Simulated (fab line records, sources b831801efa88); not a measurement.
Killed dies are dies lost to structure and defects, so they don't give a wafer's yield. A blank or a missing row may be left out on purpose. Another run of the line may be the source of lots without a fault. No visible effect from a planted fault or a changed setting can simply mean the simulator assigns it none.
Chamber matching | flow gf180mcu | GF_V3_CMP_26 on cmp-02 has 4 sister chambers
The step polishes, stops on SiO2, t overpolish 15 s, target thk 0 nm. 22 wafers are shown with their chamber, then 11 later ones without.

== WAFERS, EACH WITH ITS CHAMBER ==
wafer  | chamber | timeToEndpointS (s) | motorCurrentA (A) | overpolishRunS (s)
L074.1 | 0       | 75                  | 11.6              | 14.986
L074.2 | 1       | 78                  | 10.9              | 15.004
L074.6 | 2       | 77                  | 11.4              | 14.999
L081.3 | 2       | 76                  | 10.5              | 14.996
L081.4 | 1       | 75                  | 11.1              | 15.004
L081.5 | 0       | 77                  | 12.2              | 15.000
L085.4 | 3       | 85                  | 10.7              | 14.982
L085.5 | 2       | 82                  | 10.9              | 15.004
L085.6 | 3       | 87                  | 11.0              | 14.986
L084.2 | 2       | 79                  | 11.8              | 14.982
L084.5 | 0       | 77                  | 11.5              | 14.996
L084.6 | 3       | 87                  | 10.8              | 14.997
L086.2 | 3       | 92                  | 11.2              | 14.992
L086.3 | 0       | 79                  | 11.4              | 15.004
L086.4 | 1       | 84                  | 10.7              | 14.984
L087.1 | 3       | 85                  | 11.2              | 14.999
L087.2 | 2       | 79                  | 10.7              | 15.004
L087.6 | 1       | 79                  | 10.9              | 15.000
L090.1 | 0       | 80                  | 12.3              | 15.014
L090.2 | 1       | 82                  | 10.9              | 15.010
L090.3 | 2       | 82                  | 10.7              | 15.024
L091.2 | 3       | 89                  | 11.8              | 15.010

SIGNATURES (means of the wafers above)
reading         | chamber 0 | chamber 1 | chamber 2 | chamber 3 | scatter within a chamber
timeToEndpointS | 77.60     | 79.60     | 79.17     | 87.50     | 2.69
motorCurrentA   | 11.800    | 10.900    | 11.000    | 11.117    | 0.394
overpolishRunS  | 15.00000  | 15.00040  | 15.00150  | 14.99433  | 0.0112
Rule: distance of a wafer from a chamber = root of the sum over the readings of ((wafer's reading minus chamber's mean) / reading's scatter) squared. The wafer belongs to the nearest chamber; if the next one is less than 2 further off, it can't be placed. The scatter: take each reading less its chamber's mean, square it, sum over the shown wafers, divide by the number of wafers less the number of chambers, and take the root.

== WAFERS WITHOUT THEIR CHAMBER ==
wafer  | timeToEndpointS (s) | motorCurrentA (A) | overpolishRunS (s)
L091.5 | 89                  | 11.3              | 15.001
L091.6 | 86                  | 11.2              | 15.002
L092.1 | 79                  | 11.8              | 14.998
L092.2 | 81                  | 11.0              | 15.005
L092.4 | 84                  | 11.0              | 14.996
L093.1 | 84                  | 11.9              | 15.009
L093.3 | 83                  | 10.9              | 14.983
L093.5 | 82                  | 11.5              | 15.007
L095.1 | 79                  | 11.3              | 15.009
L095.2 | 79                  | 12.0              | 14.994
L095.6 | 80                  | 11.1              | 14.982

== EACH ONE'S CHAMBER ==
wafer  | from the rows above               | in truth
L091.5 | 3                                 | 3
L091.6 | can't be placed: 3 or 1 or 2      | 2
L092.1 | can't be placed: 0 or 2 or 1      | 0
L092.2 | can't be placed: 1 or 2 or 0 or 3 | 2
L092.4 | can't be placed: 3 or 1 or 2 or 0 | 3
L093.1 | can't be placed: 0 or 3 or 2 or 1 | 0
L093.3 | can't be placed: 1 or 3 or 2 or 0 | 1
L093.5 | can't be placed: 2 or 1 or 0 or 3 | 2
L095.1 | can't be placed: 2 or 1 or 0      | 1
L095.2 | can't be placed: 0 or 2 or 1      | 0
L095.6 | can't be placed: 1 or 2 or 0 or 3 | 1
Correct placement for 1 of the 11. Not placeable from these rows: 10 (in 10, the candidates include the true chamber). Placed wrongly: 0.
